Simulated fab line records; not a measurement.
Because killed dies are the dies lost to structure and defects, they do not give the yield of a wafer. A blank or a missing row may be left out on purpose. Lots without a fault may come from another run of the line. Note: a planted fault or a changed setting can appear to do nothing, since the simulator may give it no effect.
Struck lot and sound lot, side by side    flow sky130    14 out of 708 route steps
Sound: the wafers L238.2, L238.3, L238.6. Wafers struck: L249.1, L249.3, L249.5. The cause comes at the end.
For every step that has rows: the tool of each side, followed by ch and its chambers, followed by its first start. Under that, the readings that differ: sound wafers    struck wafers    difference of the means    sigmas: that difference in standard deviations of wafers without a fault.
alike: same words and numbers on both sides, and readings whose means sit less than 2 such deviations apart. not compared: any withheld reading, any reading some wafer has no value for, any bound like >300 that may hide the same value, and any number with overlapping values for which the record gives no deviation.
A row with sigmas, a row that says differs or no value, or rows on one side alone: a step with any of these is where the two part. Numbers that don't overlap but have no deviation are shown without sigmas and don't part them. Lack of a reading on every wafer of one side parts them only where that side has two or more wafers.

first, 5 steps without rows for these wafers: SKY_SD_N_COAT_02 (resist thk 1140 nm); SKY_SD_N_SOFTBAKE_03 (time 60 s); SKY_SD_N_EXPOSE_04 (exposes mask NSDM, target cd 380 nm); SKY_SD_N_PEB_05; SKY_SD_N_DEVELOP_06 (develop time 60 s).
SKY_SD_N_CD_MEAS_07 targets a cd of 380 nm.
  sound: cd_sem-01 at day 28 20:20; struck: cd_sem-02 at day 33 13:23
  alike: cd_nm
SKY_SD_N_OVL_MEAS_08:
  sound: overlay-01 at day 28 20:26; struck: overlay-02 at day 33 13:31
  alike: SD_N_OVL
then, 2 steps without rows for these wafers: SKY_SD_N_IMPLANT_09; SKY_SD_N_IMPLANT_10.
SKY_SD_N_STRIP_11: strips in O2/N2.
  sound on plasma_asher-01 ch 0,1, day 28 20:46; struck on plasma_asher-03 ch 0,1, day 33 13:50
  alike: drypump_motor_current_A, oes_product_au, strip_time_to_endpoint_s
  not compared: rf_hours_counter_h
SKY_SD_N_TW_MEAS_12:
  sound: film_metro-02 at day 28 20:52; struck: film_metro-03 at day 33 13:56
reading  sound           struck          difference  sigmas
SD_N_TW  3955 3946 3933  4072 4038 4032  +103        +4
then, 1 step without rows for these wafers: SKY_SD_N_CLEAN_13 (cleans in SC1/SC2, time 150 s).
SKY_SD_N_RTA_14: time 2 s.
  sound on rtp_anneal-02 ch 0, day 28 20:59; struck on rtp_anneal-02 ch 0, day 33 14:04
reading            sound                 struck                difference  sigmas
ramp_down_c_per_s  90.012 89.990 90.020  36.008 35.987 35.980  -54.016     -99 or more
  alike: lamp_power_pct, wafer_temp_C_max
-- the record jumps here: 16 days lie between the struck wafers' starts before and after (it left off in module SD_N and takes up again in module PAD_OPEN, whose first step shown is number 708 of the route) --
SKY_PAD_OPEN_PROBE_99:
  sound: prober-02 at day 46 15:25; struck: prober-02 at day 49 22:17
reading                               sound              struck             difference  sigmas
killed_at_contacts                    18 17 17           28 42 27           +15         +3
model.etest.res_xhigh_po.line_ohm_um  5461 5605 5450     5262 5400 5209     -215        
model.etest.res_xhigh_po.rs_ohm_sq    1911 1973 1924     1865 1899 1801     -81         
model.etest.res_high_po.line_ohm_um   736 739.5 726.7    707.5 721.2 718.9  -18.2       
model.etest.licon_pdiff.rc_ohm        572.9 588.6 595.6  601 622 619.8      +29         
model.etest.res_ndiff.line_ohm_um     782.5 773.1 770.4  741 746.7 753.9    -28         
model.etest.res_high_po.rs_ohm_sq     255.8 257.6 255.6  251 255.4 249.1    -5          
  alike: killed_at_M0_to_M3, killed_at_M4_up, killed_at_front_end, killed_at_other, killed_dies, killed_on_rim, killed_open, killed_short
  not compared: model.etest.res_pdiff.line_ohm_um, model.etest.licon_high_po.rc_ohm

## WHERE THEY PART
Earliest at SKY_SD_N_TW_MEAS_12; latest, in this record, at SKY_PAD_OPEN_PROBE_99.

WHY: the cause the simulator had injected
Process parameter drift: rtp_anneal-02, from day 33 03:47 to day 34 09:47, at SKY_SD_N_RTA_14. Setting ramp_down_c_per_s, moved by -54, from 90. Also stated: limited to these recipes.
